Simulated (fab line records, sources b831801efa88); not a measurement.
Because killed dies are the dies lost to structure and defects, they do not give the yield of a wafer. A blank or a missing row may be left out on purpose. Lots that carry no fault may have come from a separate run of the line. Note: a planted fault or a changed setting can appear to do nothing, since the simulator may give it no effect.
Which tool was responsible? / flow sky130 / 13 lots, 37 wafers sampled, at 2 steps of a route of 708

WHAT THE GAUGES SHOWED, per wafer
SKY_VT_ADJUST_NCORE_CD_MEAS_07: the cd target is 380 nm. Usual: cd-nm reads 379.5 nm (standard deviation 2.3).
lot=L428; measured=day 9 10:26; on=cd-sem-01; cd-nm (nm)=380.2 380.3 379.1; flag=
lot=L431; measured=day 10 00:31; on=cd-sem-02; cd-nm (nm)=379.8 380.6 379.8; flag=
lot=L432; measured=day 10 04:35; on=cd-sem-01; cd-nm (nm)=378.1 380.8 377.6; flag=
lot=L433; measured=day 10 11:33; on=cd-sem-01; cd-nm (nm)=376.8 377.8; flag=
lot=L436; measured=day 11 06:11; on=cd-sem-01; cd-nm (nm)=378.2 380.0 380.1; flag=
lot=L440; measured=day 12 22:14; on=cd-sem-02; cd-nm (nm)=379.3 380.4 381.9; flag=
lot=L441; measured=day 13 07:09; on=cd-sem-02; cd-nm (nm)=381.2 382.4 381.8; flag=
lot=L443; measured=day 13 13:20; on=cd-sem-02; cd-nm (nm)=382.8 379.9 379.8; flag=
lot=L445; measured=day 14 10:43; on=cd-sem-02; cd-nm (nm)=381.9 382.7 384.9; flag=
lot=L447; measured=day 14 22:45; on=cd-sem-01; cd-nm (nm)=380.8 377.9 380.5; flag=
lot=L448; measured=day 15 02:16; on=cd-sem-01; cd-nm (nm)=380.8 380.7 381.5; flag=
lot=L449; measured=day 15 11:13; on=cd-sem-01; cd-nm (nm)=378.6 379.1 378.4; flag=
lot=L450; measured=day 15 14:54; on=cd-sem-02; cd-nm (nm)=378.4 376.9; flag=

WHICH TOOL RAN EACH LOT (tool, then ch and the chambers of the sampled wafers, then the start)
lot=L428; SKY_VT_ADJUST_HVTP_STRIP_10=plasma-asher-02 ch 0,1, day 6 19:14
lot=L431; SKY_VT_ADJUST_HVTP_STRIP_10=plasma-asher-04 ch 0,1, day 7 07:19
lot=L432; SKY_VT_ADJUST_HVTP_STRIP_10=plasma-asher-02 ch 0,1, day 7 10:14
lot=L433; SKY_VT_ADJUST_HVTP_STRIP_10=plasma-asher-02 ch 0, day 7 16:44
lot=L436; SKY_VT_ADJUST_HVTP_STRIP_10=plasma-asher-02 ch 0,1, day 8 07:59
lot=L440; SKY_VT_ADJUST_HVTP_STRIP_10=plasma-asher-01 ch 0,1, day 9 20:06
lot=L441; SKY_VT_ADJUST_HVTP_STRIP_10=plasma-asher-02 ch 0,1, day 10 03:56
lot=L443; SKY_VT_ADJUST_HVTP_STRIP_10=plasma-asher-02 ch 0, day 10 09:20
lot=L445; SKY_VT_ADJUST_HVTP_STRIP_10=plasma-asher-04 ch 0,1, day 11 06:06
lot=L447; SKY_VT_ADJUST_HVTP_STRIP_10=plasma-asher-01 ch 0,1, day 11 15:20
lot=L448; SKY_VT_ADJUST_HVTP_STRIP_10=plasma-asher-04 ch 0,1, day 11 20:05
lot=L449; SKY_VT_ADJUST_HVTP_STRIP_10=plasma-asher-01 ch 0,1, day 12 04:21
lot=L450; SKY_VT_ADJUST_HVTP_STRIP_10=plasma-asher-01 ch 1, day 12 07:58
- SKY_VT_ADJUST_HVTP_STRIP_10: strips in O2/N2.

WHAT THE TOOLS THEMSELVES READ (means of the sampled wafers that have a number; where no wafer has one, the mark that the record gives instead)
SKY_VT_ADJUST_HVTP_STRIP_10. Usual: drypump-motor-current-A 6.0 A, standard deviation 0.45; oes-product-au 0.716 a.u., standard deviation 0.005; strip-time-to-endpoint-s 14.19 s, standard deviation 0.04.
lot=L428; tool=plasma-asher-02; drypump-motor-current-A (A)=6.4; oes-product-au (a.u.)=0.715; strip-time-to-endpoint-s (s)=14.18; flag=
lot=L431; tool=plasma-asher-04; drypump-motor-current-A (A)=5.9; oes-product-au (a.u.)=0.720; strip-time-to-endpoint-s (s)=14.17; flag=
lot=L432; tool=plasma-asher-02; drypump-motor-current-A (A)=6.2; oes-product-au (a.u.)=0.715; strip-time-to-endpoint-s (s)=14.20; flag=
lot=L433; tool=plasma-asher-02; drypump-motor-current-A (A)=6.0; oes-product-au (a.u.)=0.715; strip-time-to-endpoint-s (s)=14.22; flag=
lot=L436; tool=plasma-asher-02; drypump-motor-current-A (A)=6.2; oes-product-au (a.u.)=0.716; strip-time-to-endpoint-s (s)=14.18; flag=
lot=L440; tool=plasma-asher-01; drypump-motor-current-A (A)=5.6; oes-product-au (a.u.)=0.714; strip-time-to-endpoint-s (s)=14.16; flag=
lot=L441; tool=plasma-asher-02; drypump-motor-current-A (A)=6.4; oes-product-au (a.u.)=0.715; strip-time-to-endpoint-s (s)=14.22; flag=
lot=L443; tool=plasma-asher-02; drypump-motor-current-A (A)=6.0; oes-product-au (a.u.)=0.710; strip-time-to-endpoint-s (s)=14.24; flag=
lot=L445; tool=plasma-asher-04; drypump-motor-current-A (A)=5.5; oes-product-au (a.u.)=0.714; strip-time-to-endpoint-s (s)=14.14; flag=
lot=L447; tool=plasma-asher-01; drypump-motor-current-A (A)=5.9; oes-product-au (a.u.)=0.718; strip-time-to-endpoint-s (s)=14.21; flag=
lot=L448; tool=plasma-asher-04; drypump-motor-current-A (A)=5.9; oes-product-au (a.u.)=0.719; strip-time-to-endpoint-s (s)=14.20; flag=
lot=L449; tool=plasma-asher-01; drypump-motor-current-A (A)=5.6; oes-product-au (a.u.)=0.716; strip-time-to-endpoint-s (s)=14.15; flag=
lot=L450; tool=plasma-asher-01; drypump-motor-current-A (A)=6.1; oes-product-au (a.u.)=0.716; strip-time-to-endpoint-s (s)=14.19; flag=

THE ANSWER, worked out from the rows above alone
Rule: a lot is off if the mean of its wafers that have a number lies more than 3 standard deviations from the usual mean. Also off: a lot with no number at a reading for which 4 or more lots have one. All remaining lots with rows at the step are treated as sound. After the gauges, taken in route order, come the tools' own readings; for these a lot's mean is taken, as printed above. At the first step where some lot is off, the reading lying furthest off is the one used; lots without a number count as furthest.
No lot is off on any of the readings shown, so nothing can be concluded from this.

WHAT THE SIMULATOR HAD INSERTED
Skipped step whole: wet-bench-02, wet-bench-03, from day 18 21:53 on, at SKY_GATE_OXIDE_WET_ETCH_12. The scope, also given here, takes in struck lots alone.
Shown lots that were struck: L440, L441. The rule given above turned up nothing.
